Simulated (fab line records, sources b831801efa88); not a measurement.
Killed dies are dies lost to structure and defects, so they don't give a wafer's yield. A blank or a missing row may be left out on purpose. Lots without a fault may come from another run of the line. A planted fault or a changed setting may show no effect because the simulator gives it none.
Which tool did it? | flow sky130 | 14 lots, 42 wafers sampled, at 4 steps of a route of 708

WHAT THE GAUGES READ, wafer by wafer
SKY_FIELD_ISO_CD_MEAS_13: target cd 150 nm.
lot  | measured    | on        | cd_nm (nm)
L491 | day 2 04:19 | cd_sem-02 | 150.9 150.1 151.3
L492 | day 2 10:43 | cd_sem-02 | 151.5 151.8 152.2
L493 | day 2 16:07 | cd_sem-01 | 149.6 151.7 150.2
L495 | day 3 02:31 | cd_sem-02 | 150.4 150.3 149.5
L496 | day 3 06:25 | cd_sem-02 | 147.7 147.4 146.6
L498 | day 3 18:13 | cd_sem-01 | 151.0 152.0 150.9
L499 | day 3 23:34 | cd_sem-02 | 151.8 151.2 150.5
L500 | day 4 04:38 | cd_sem-02 | 150.4 150.2 149.5
L507 | day 5 16:01 | cd_sem-01 | 150.4 148.3 149.3
L508 | day 5 21:21 | cd_sem-01 | 149.5 151.6 150.6
L509 | day 6 02:18 | cd_sem-01 | 151.6 153.4 152.3
L511 | day 6 12:43 | cd_sem-02 | 148.5 148.5 148.1
L512 | day 6 18:55 | cd_sem-01 | 151.0 151.0 152.3
L514 | day 7 05:22 | cd_sem-01 | 149.3 149.7 149.0

SKY_LDD_P_CD_MEAS_07: target cd 380 nm.
lot  | measured     | on        | cd_nm (nm)
L491 | day 18 18:53 | cd_sem-02 | 380.5 382.7 382.1
L492 | day 19 05:53 | cd_sem-02 | 379.4 380.3 379.2
L493 | day 20 06:26 | cd_sem-02 | 378.5 376.3 378.5
L495 | day 21 04:45 | cd_sem-02 | 380.6 381.9 382.3
L496 | day 21 01:10 | cd_sem-02 | 380.1 379.9 380.6
L498 | day 22 03:55 | cd_sem-01 | 384.2 383.2 383.0
L499 | day 22 07:45 | cd_sem-01 | 379.9 382.1 381.8
L500 | day 22 13:51 | cd_sem-01 | 381.7 379.7 378.8
L507 | day 24 23:12 | cd_sem-02 | 379.9 383.1 383.2
L508 | day 25 11:08 | cd_sem-02 | 377.2 378.5 381.6
L509 | day 25 14:08 | cd_sem-02 | 380.5 378.7 380.2
L511 | day 26 05:28 | cd_sem-02 | 380.0 383.8 382.6
L512 | day 26 11:08 | cd_sem-02 | 377.9 378.3 382.6
L514 | day 27 09:04 | cd_sem-01 | 379.8 381.4 383.5

SKY_SD_P_OVL_MEAS_08.
lot  | measured     | on         | SD_P_OVL (nm)
L491 | day 25 05:26 | overlay-02 | 2.5 2.9 1.9
L492 | day 25 17:53 | overlay-02 | 1.1 -1.1 -1.0
L493 | day 26 17:37 | overlay-01 | 3.7 3.2 0.4
L495 | day 27 14:43 | overlay-02 | 0.4 -2.2 -0.1
L496 | day 27 09:56 | overlay-02 | -2.0 0.1 -0.4
L498 | day 28 11:14 | overlay-02 | 3.3 0.9 1.7
L499 | day 28 14:59 | overlay-02 | -0.4 -0.9 -2.2
L500 | day 28 19:45 | overlay-02 | 0.8 2.9 0.7
L507 | day 31 01:49 | overlay-01 | 0.6 1.4 0.2
L508 | day 31 13:31 | overlay-01 | -1.7 -0.7 -2.1
L509 | day 31 16:16 | overlay-01 | -3.6 -3.3 -2.0
L511 | day 32 04:17 | overlay-01 | -0.1 0.1 0.0
L512 | day 32 11:13 | overlay-01 | 0.2 -1.3 0.2
L514 | day 33 05:43 | overlay-01 | 1.6 2.3 0.0

WHICH TOOL RAN EACH LOT (tool, then ch and the chambers of the sampled wafers, then the start)
lot  | SKY_LDD_N_IMPLANT_09
L491 | implanter-01 ch 0, day 17 11:37
L492 | implanter-03 ch 0, day 17 22:51
L493 | implanter-02 ch 0, day 18 21:47
L495 | implanter-03 ch 0, day 19 20:22
L496 | implanter-02 ch 0, day 19 17:20
L498 | implanter-03 ch 0, day 20 19:38
L499 | implanter-03 ch 0, day 20 23:56
L500 | implanter-03 ch 0, day 21 06:31
L507 | implanter-03 ch 0, day 23 16:12
L508 | implanter-03 ch 0, day 24 04:52
L509 | implanter-03 ch 0, day 24 07:33
L511 | implanter-02 ch 0, day 24 22:31
L512 | implanter-01 ch 0, day 25 03:41
L514 | implanter-01 ch 0, day 26 02:20
- SKY_LDD_N_IMPLANT_09

WHAT THE TOOLS THEMSELVES READ (means of the sampled wafers that have a number; where no wafer has one, the mark that the record gives instead)
SKY_LDD_N_IMPLANT_09.
lot  | tool         | dose_ions_cm2 | faraday_current_uA
L491 | implanter-01 | 7.503e+13     | 414
L492 | implanter-03 | 7.503e+13     | 416
L493 | implanter-02 | 7.502e+13     | 431
L495 | implanter-03 | 7.496e+13     | 423
L496 | implanter-02 | 7.505e+13     | 428
L498 | implanter-03 | 7.495e+13     | 414
L499 | implanter-03 | 7.497e+13     | 418
L500 | implanter-03 | 7.504e+13     | 418
L507 | implanter-03 | 6.669e+13     | 378
L508 | implanter-03 | 6.661e+13     | 371
L509 | implanter-03 | 6.660e+13     | 373
L511 | implanter-02 | 7.501e+13     | 430
L512 | implanter-01 | 7.501e+13     | 422
L514 | implanter-01 | 7.497e+13     | 428

THE ANSWER, worked out from the rows above alone
Rule: what is usual is taken from the lots themselves. Put in order of their means at a reading, lots are off if they are a third of the lots or fewer, leave a main group of 4 or more, and stand apart from it by a gap of 3 or more times the standard deviation of the main group's means; of several such gaps the widest counts. A main group whose means are all the same, to the digits that the tables above print for the reading, isn't used. A lot without any number at a reading at which 4 lots or more have one is off too. The other lots that the step has rows for count as sound. The gauges are gone through in route order, then the tools' own readings, and for those a lot's mean is taken as printed above. The first step at which some lot is off is used, and at that step the reading that is off furthest; a lot without a number counts as furthest.
Off: L507, L508, L509, at SKY_LDD_N_IMPLANT_09 (dose_ions_cm2). The main group: mean 7.500e+13, standard deviation 3.3e+10.
A tool fits if, at that step or a process step before it, it ran every lot that is off, and no sound lot after the first of them. One fits: implanter-03 at SKY_LDD_N_IMPLANT_09. Its last sound lot is L500 (day 21 06:31), its first lot that is off L507 (day 23 16:12): a fault that began between those two fits.
The tool's own readings at SKY_LDD_N_IMPLANT_09 bear it out: on the lots that are off they differ by more than 5 times the standard deviation of the sound lots' means. dose_ions_cm2 reads 6.663e+13 there against 7.500e+13 on the sound lots; faraday_current_uA reads 374 there against 422 on the sound lots.

WHAT THE SIMULATOR HAD PUT IN
Process parameter drift: implanter-03, from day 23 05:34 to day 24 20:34, at SKY_LDD_N_IMPLANT_09. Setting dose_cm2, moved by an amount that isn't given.
Lots struck among those shown: L507, L508, L509. The rule above found the same.
